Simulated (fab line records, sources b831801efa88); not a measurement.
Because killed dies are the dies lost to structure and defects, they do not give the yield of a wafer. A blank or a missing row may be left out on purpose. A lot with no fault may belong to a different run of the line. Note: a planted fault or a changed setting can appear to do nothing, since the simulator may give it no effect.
What tool caused it? -- flow sky130 -- 13 lots with 39 wafers sampled at 5 steps, on a route of 708 steps

## WHAT THE GAUGES READ, wafer by wafer
SKY_POLY_GATE_OVL_MEAS_14. Usual: for POLY_GATE_OVL the level is 3 nm and the standard deviation is 5.2.
lot,measured,on,POLY_GATE_OVL (nm),flag
L746,day 16 19:22,overlay-02,9 5 2,
L748,day 17 05:54,overlay-01,12 2 1,
L749,day 17 09:31,overlay-01,1 0 1,
L750,day 17 12:18,overlay-01,10 -2 -3,
L753,day 18 22:19,overlay-01,1 5 7,
L754,day 19 12:52,overlay-02,3 4 4,
L759,day 21 02:34,overlay-01,7 5 3,
L761,day 21 23:18,overlay-01,1 -2 -6,
L762,day 22 19:41,overlay-02,-2 -2 -6,
L765,day 23 12:06,overlay-01,3 3 1,
L764,day 23 13:24,overlay-01,6 5 3,
L767,day 25 00:02,overlay-01,-5 -3 -7,
L769,day 25 00:09,overlay-01,4 4 8,

SKY_LDD_LDN_TW_MEAS_13. Usual: for LDD_LDN_TW the level is 1474 and the standard deviation is 11.
lot,measured,on,LDD_LDN_TW,flag
L746,day 23 07:05,filmMetro-03,1482 1490 1488,
L748,day 23 19:32,filmMetro-03,1486 1493 1481,
L749,day 23 21:12,filmMetro-02,1549 1552 1551,OFF
L750,day 24 00:37,filmMetro-03,1584 1588 1586,OFF
L753,day 25 10:42,filmMetro-02,1457 1458 1461,
L754,day 25 22:50,filmMetro-01,1464 1472 1464,
L759,day 27 05:14,filmMetro-02,1457 1452 1460,
L761,day 28 04:34,filmMetro-03,1474 1469 1470,
L762,day 29 03:55,filmMetro-01,1470 1475 1487,
L765,day 29 12:42,filmMetro-03,1467 1475 1476,
L764,day 29 13:48,filmMetro-02,1461 1458 1456,
L767,day 30 23:21,filmMetro-03,1479 1479 1480,
L769,day 30 23:43,filmMetro-01,1479 1481 1477,

SKY_RES_XHIGH_TW_MEAS_09. Usual: for RES_XHIGH_TW the level is 1635 and the standard deviation is 14.
lot,measured,on,RES_XHIGH_TW,flag
L746,day 27 00:19,filmMetro-01,1626 1629 1637,
L748,day 27 08:36,filmMetro-04,1643 1648 1651,
L749,day 27 22:47,filmMetro-02,1606 1615 1604,
L750,day 28 01:14,filmMetro-04,1633 1643 1644,
L753,day 28 22:53,filmMetro-01,1631 1633 1628,
L754,day 29 10:31,filmMetro-04,1638 1646 1645,
L759,day 30 20:23,filmMetro-04,1639 1638 1649,
L761,day 31 20:38,filmMetro-04,1638 1639 1647,
L762,day 32 16:07,filmMetro-02,1611 1627 1622,
L765,day 33 00:44,filmMetro-02,1612 1603 1600,
L764,day 33 01:59,filmMetro-04,1655 1647 1659,
L767,day 34 09:05,filmMetro-01,1641 1634 1638,
L769,day 34 10:10,filmMetro-01,1638 1634 1634,

## EACH LOT AND THE TOOL THAT RAN IT (in order: tool; ch and the chambers of the sampled wafers; start)
lot,SKY_LDD_LDN_IMPLANT_09,SKY_RES_XHIGH_STRIP_08
L746,"implanter-03 ch 0, day 23 06:35","plasmaAsher-02 ch 0,1, day 27 00:13"
L748,"implanter-03 ch 0, day 23 19:01","plasmaAsher-02 ch 0,1, day 27 08:31"
L749,"implanter-02 ch 0, day 23 20:15","plasmaAsher-02 ch 0,1, day 27 22:41"
L750,"implanter-01 ch 0, day 23 23:45","plasmaAsher-02 ch 0,1, day 28 01:08"
L753,"implanter-01 ch 0, day 25 10:09","plasmaAsher-04 ch 0,1, day 28 22:47"
L754,"implanter-03 ch 0, day 25 22:17","plasmaAsher-01 ch 0, day 29 10:25"
L759,"implanter-01 ch 0, day 27 04:43","plasmaAsher-04 ch 0,1, day 30 20:18"
L761,"implanter-03 ch 0, day 28 04:02","plasmaAsher-04 ch 0,1, day 31 20:31"
L762,"implanter-03 ch 0, day 29 03:22","plasmaAsher-04 ch 0,1, day 32 16:01"
L765,"implanter-01 ch 0, day 29 12:09","plasmaAsher-01 ch 0, day 33 00:38"
L764,"implanter-03 ch 0, day 29 13:15","plasmaAsher-04 ch 0,1, day 33 01:53"
L767,"implanter-02 ch 0, day 30 22:48","plasmaAsher-04 ch 1, day 34 08:59"
L769,"implanter-03 ch 0, day 30 23:10","plasmaAsher-02 ch 0, day 34 10:04"
- SKY_LDD_LDN_IMPLANT_09
- SKY_RES_XHIGH_STRIP_08: strips in O2/N2.

## WHAT THE TOOLS THEMSELVES READ (means of the sampled wafers that have a number; where no wafer has one, the mark that the record gives instead)
SKY_RES_XHIGH_STRIP_08. Usual: drypumpMotorCurrentA 5.8 A, standard deviation 0.51; n2FlowSccm 299.9 sccm, standard deviation 0.97; oesProductAu 0.710 a.u., standard deviation 0.0048; stripTimeToEndpointS 14.35 s, standard deviation 0.035.
lot,tool,drypumpMotorCurrentA (A),n2FlowSccm (sccm),oesProductAu (a.u.),stripTimeToEndpointS (s),flag
L746,plasmaAsher-02,5.8,299.4,0.708,14.33,
L748,plasmaAsher-02,6.1,301.0,0.713,14.32,
L749,plasmaAsher-02,5.8,299.4,0.709,14.38,
L750,plasmaAsher-02,5.8,300.5,0.715,14.32,
L753,plasmaAsher-04,5.8,300.7,0.713,14.40,
L754,plasmaAsher-01,5.5,300.4,0.710,14.38,
L759,plasmaAsher-04,5.8,300.5,0.706,14.36,
L761,plasmaAsher-04,5.8,299.9,0.708,14.36,
L762,plasmaAsher-04,5.4,298.8,0.716,14.39,
L765,plasmaAsher-01,5.5,298.7,0.708,14.38,
L764,plasmaAsher-04,5.8,299.0,0.711,14.32,
L767,plasmaAsher-04,5.1,299.9,0.708,14.30,
L769,plasmaAsher-02,5.4,300.4,0.708,14.37,

## THE ANSWER, worked out from the rows above alone
Rule: take the mean of a lot's wafers that have a number; if it is more than 3 standard deviations from the usual mean, the lot is off. A lot without any number at a reading at which 4 lots or more have one is off too. All remaining lots with rows at the step are treated as sound. After the gauges, taken in route order, come the tools' own readings; for these a lot's mean is taken, as printed above. The first step at which some lot is off is used, and at that step the reading that is off furthest; a lot without a number counts as furthest.
Off: at SKY_LDD_LDN_TW_MEAS_13 (LDD_LDN_TW), L749, L750.
If a tool, at a process step before that reading, ran all the lots that are off and no sound lot after the first of them, it fits. The gauges at SKY_LDD_LDN_TW_MEAS_13 are tried like those tools. Of those tried, none fits.

## WHAT WAS PUT IN BY THE SIMULATOR
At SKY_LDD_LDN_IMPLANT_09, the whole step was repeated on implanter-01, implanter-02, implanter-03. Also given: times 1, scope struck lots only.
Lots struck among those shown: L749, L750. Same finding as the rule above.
